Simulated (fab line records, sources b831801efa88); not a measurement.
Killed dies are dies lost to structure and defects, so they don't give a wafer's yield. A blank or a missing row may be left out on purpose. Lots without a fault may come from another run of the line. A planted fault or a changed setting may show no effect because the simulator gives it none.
One fault seen from 2 desks | flow sky130 | each desk has only its own numbers; what lay behind them comes last

THE METROLOGY DESK
What the gauges read, lot by lot, whatever tool the lot ran on: means of the sampled wafers that have a number. A lot is out of limits, marked OUT, if its mean lies more than 4 standard deviations from the usual mean; the brackets give that distance.
Columns: A = VIA1_W_RS at SKY_VIA1_RS_MEAS_22, usual 0.430 ohm/sq
lot  | first seen here | A
L488 | day 33 10:10    | 0.433
L490 | day 33 20:42    | 0.426
L489 | day 33 23:40    | 0.426
L491 | day 34 17:05    | 0.433
L492 | day 35 03:16    | 0.432
L493 | day 35 13:40    | 0.424
L498 | day 36 22:50    | 0.425
L500 | day 37 15:47    | 0.424
L504 | day 39 16:14    | 0.433
L505 | day 39 19:29    | 0.432
L506 | day 40 03:11    | 0.435
L507 | day 40 07:38    | 0.432
L509 | day 40 22:04    | 0.437
L508 | day 40 22:21    | 0.423
This desk's finding: nothing out of limits on any of the 14 lots.

THE TOOL OWNER'S DESK: wet_bench-02
The tool's own readings at SKY_FIELD_ISO_WET_ETCH_28 (etches SiO2 in dHF, target depth 23.7 nm, time 47 s): means of the sampled wafers that have a number, for each lot that ran on this tool. A lot is out of limits, marked OUT, if its mean lies more than 4 standard deviations from the usual mean; the brackets give that distance.
Columns: A = run_length_s at SKY_FIELD_ISO_WET_ETCH_28, usual 74.9 s
lot  | first seen here | A
L489 | day 2 15:31     | 74.7
L491 | day 3 01:50     | 73.8
L493 | day 3 15:11     | 72.7
L504 | day 6 06:04     | 44.8 (-10) OUT
L505 | day 6 06:04     | 44.9 (-10) OUT
L507 | day 6 20:08     | 74.0
This desk's finding: out of limits on L504, L505; first on L504, day 6 06:04 (run_length_s at SKY_FIELD_ISO_WET_ETCH_28). In limits: L489, L491, L493, L507.

PUT TOGETHER
The tool owner's desk could have raised an alarm at day 6 06:04, on L504, L505.
The metrology desk saw nothing out of limits.
The metrology desk has L504, L505 on record, within its limits.
Of the lots named, all ran SKY_FIELD_ISO_WET_ETCH_28 on wet_bench-02.

WHAT THE SIMULATOR HAD PUT IN
Process parameter drift: wet_bench-02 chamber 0, from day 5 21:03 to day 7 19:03, at SKY_FIELD_ISO_WET_ETCH_28. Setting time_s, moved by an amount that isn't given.
Lots struck among those shown: L504, L505.
Hours from the fault's start to each desk's first reading out of limits: the tool owner's desk, 9.
